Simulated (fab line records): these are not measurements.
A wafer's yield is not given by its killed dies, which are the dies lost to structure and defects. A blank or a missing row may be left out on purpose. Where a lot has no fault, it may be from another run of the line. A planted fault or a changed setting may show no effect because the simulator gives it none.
Chamber matching -- flow gf180mcu -- pecvd-01 running GF_CONTACT_CVD_02: 3 sister chambers
The step deposits SiO2 from TEOS, target thk 860 nm, time 95.992 s. 14 wafers are shown with their chamber, then 7 later ones without.

== EACH WAFER AND ITS CHAMBER ==
wafer,chamber,heater_power_w (W),rf_fwd_power_W (W)
L079.2,1,586,596.0
L079.5,0,687,597.3
L079.6,2,691,595.5
L082.1,2,709,598.9
L082.2,1,622,594.2
L082.4,1,650,596.1
L086.1,2,657,598.0
L086.2,0,739,600.6
L086.6,0,631,598.6
L090.1,0,658,597.3
L090.2,1,615,598.2
L090.3,2,671,594.8
L091.2,1,653,598.8
L091.5,0,578,598.8

SIGNATURES (means of the wafers above)
reading,chamber 0,chamber 1,chamber 2,scatter within a chamber
heater_power_w,658.60,625.20,682.00,41.7
rf_fwd_power_W,598.520,596.660,596.800,1.72
Rule: for a wafer and a chamber, the distance is found by dividing, reading by reading, the gap between the wafer's reading and the chamber's mean by the reading's scatter, squaring, summing and taking the root. If the next closest chamber is less than 2 further off than the closest, the wafer can't be placed; otherwise it belongs to the closest. The scatter: take each reading less its chamber's mean, square it, sum over the shown wafers, divide by the number of wafers less the number of chambers, and take the root.

== WAFERS WHOSE CHAMBER IS MISSING ==
wafer,heater_power_w (W),rf_fwd_power_W (W)
L091.6,528,597.3
L093.4,647,595.4
L093.5,690,596.9
L093.6,692,599.5
L095.1,670,596.0
L095.4,570,596.7
L095.5,534,598.5

== CHAMBER TAKEN BY EACH ==
wafer,from the rows above,in truth
L091.6,can't be placed: 1 or 0 or 2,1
L093.4,can't be placed: 1 or 2 or 0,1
L093.5,can't be placed: 2 or 0 or 1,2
L093.6,can't be placed: 0 or 2 or 1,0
L095.1,can't be placed: 2 or 1 or 0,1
L095.4,can't be placed: 1 or 0 or 2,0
L095.5,can't be placed: 1 or 0 or 2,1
Correct placement for 0 of the 7. From these rows, 7 cannot be placed; in 7 the true chamber is one of the candidates. Number placed wrongly: 0.
